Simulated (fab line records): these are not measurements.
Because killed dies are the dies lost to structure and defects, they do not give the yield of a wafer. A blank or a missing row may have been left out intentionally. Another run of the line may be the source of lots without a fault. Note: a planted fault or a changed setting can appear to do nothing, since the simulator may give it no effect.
Comparing a struck lot with a sound one / flow gf180mcu / 16 out of 602 route steps
Sound: wafers L222.2, L222.3, L222.5. Struck: wafer L229.5 (L229.2, L229.3, from the same lot, were not struck and are left out); the cause is given at the end.
Order at every step that has rows: each side's tool, ch and its chambers, its first start. Under that, the readings that differ: sound wafers / struck wafers / difference of the means / sigmas: that difference in standard deviations of wafers without a fault.
alike: words and numbers the same on both sides, and readings whose means are apart by under 2 such deviations; not compared: readings that were withheld, readings missing a value for some wafer, numbers with overlapping values and no deviation given by the record, and bounds like >300 which may hide the same value.
A row with sigmas, a row that says differs or no value, or rows on one side alone: a step with any of these is where the two part. Numbers that don't overlap but have no deviation are shown without sigmas and don't part them. A reading missing from all wafers of one side parts the sides only when that side holds two or more wafers.

GF_STI_THK_MEAS_02:
  sound: film-metro-01 at day 1 12:17; struck: film-metro-02 at day 2 23:00
reading=STI_OXIDATION_THK (nm); sound=9.68 9.42 9.63; struck=10.04; difference=+0.46; sigmas=+2
then, 1 step without rows for these wafers: GF_STI_CVD_03 (deposits Si3N4 from DCS/NH3, target thk 207.16 nm, time 3551 s).
GF_STI_THK_MEAS_04:
  sound: film-metro-02 at day 1 15:19; struck: film-metro-02 at day 3 01:03
  alike: STI_CVD_03_THK
then, 7 steps without rows for these wafers: GF_STI_DEHYDRATE_05 (time 60 s); GF_STI_HMDS_06 (prime time 60 s); GF_STI_COAT_07 (resist thk 700 nm); GF_STI_SOFTBAKE_08 (time 60 s); GF_STI_EXPOSE_09 (exposes mask COMP, target cd 220 nm); GF_STI_PEB_10 (peb time 90 s); GF_STI_DEVELOP_11 (develop time 60 s).
GF_STI_CD_MEAS_12 targets a cd of 220 nm.
  sound: cd-sem-02 at day 2 02:56; struck: cd-sem-01 at day 3 13:20
  alike: cd-nm
GF_STI_ETCH_13: etches the open film in CHF3/O2, stops on Si, target depth 282.31 nm, time 112.9 s.
  sound on rie-diel-03 ch 1,2,3, day 2 03:02; struck on rie-diel-01 ch 2, day 3 13:26
  alike: O2_flow_sccm, drypump-motor-current-A, oes-product-au, run-length-s, throttle-valve-pct
  not compared: rf-hours-counter-h
GF_STI_ETCH_14: etches Si in HBr/Cl2/O2, target depth 360 nm, time 102.9 s.
  sound on rie-si-02 ch 1,2,3, day 2 03:07; struck on rie-si-02 ch 1, day 3 13:31
reading=run-length-s (s); sound=131.5 131.7 131.7; struck=89.9; difference=-41.7; sigmas=-97
reading=model.STI.feature-depth-nm (nm); sound=356.7 358 358.8; struck=209.6; difference=-148.2; sigmas=
reading=model.etch.depth-nm (nm); sound=356.7 358 358.8; struck=209.6; difference=-148.2; sigmas=
reading=model.KrF_of_STI_COAT_07.thk-nm (nm); sound=320.6 319.5 316.7; struck=371; difference=+52; sigmas=
  alike: O2_flow_sccm, drypump-motor-current-A, oes-product-au, throttle-valve-pct
  not compared: rf-hours-counter-h
GF_STI_STRIP_15: strips in O2/N2.
  sound on plasma-asher-01 ch 1, day 2 03:11; struck on plasma-asher-01 ch 0, day 3 13:35
reading=heater-power-w (W); sound=369 372 367; struck=302; difference=-67; sigmas=-3
reading=oes-product-au (a.u.); sound=0.382 0.385 0.385; struck=0.406; difference=+0.022; sigmas=+5
reading=strip-time-to-endpoint-s (s); sound=3.73 3.72 3.70; struck=4.26; difference=+0.54; sigmas=+16
  alike: drypump-motor-current-A
  not compared: rf-hours-counter-h
then, 1 step without rows for these wafers: GF_STI_CLEAN_16 (cleans in dHF, time 25 s).
-- the record jumps here: 27 days lie between the struck wafers' starts before and after (it left off in module STI and takes up again in module PASSIVATION, whose first step shown is number 602 of the route) --
GF_PASSIVATION_PROBE_99:
  sound: prober-02 at day 28 23:03; struck: prober-01 at day 31 00:45
reading=model.etest.ldpmos_10p0.r-on-ohm-um; sound=1.112e+04 1.106e+04 1.123e+04; struck=1.013e+04; difference=-1.007e+03; sigmas=
reading=model.etest.pwell-in-dnwell.line-ohm-um; sound=3794 3768 3796; struck=2944; difference=-842; sigmas=
reading=model.etest.pwell-in-dnwell.rs-ohm-sq; sound=2278 2280 2291; struck=1781; difference=-502; sigmas=
reading=model.etest.p-drift.rs-ohm-sq; sound=2378 2402 2393; struck=1865; difference=-526; sigmas=
reading=model.etest.ldnmos_10p0.r-on-ohm-um; sound=3780 3762 3799; struck=3159; difference=-621; sigmas=
reading=model.etest.n-drift.rs-ohm-sq; sound=1118 1137 1143; struck=843; difference=-290; sigmas=
reading=model.etest.nwell.line-ohm-um; sound=1161 1157 1192; struck=944.7; difference=-225.3; sigmas=
reading=model.etest.nwell.rs-ohm-sq; sound=990.6 993.2 1002; struck=797.6; difference=-197.7; sigmas=

== WHERE THEY PART ==
Earliest at GF_STI_THK_MEAS_02; latest, in this record, at GF_STI_STRIP_15.

WHY: what had been put in by the simulator
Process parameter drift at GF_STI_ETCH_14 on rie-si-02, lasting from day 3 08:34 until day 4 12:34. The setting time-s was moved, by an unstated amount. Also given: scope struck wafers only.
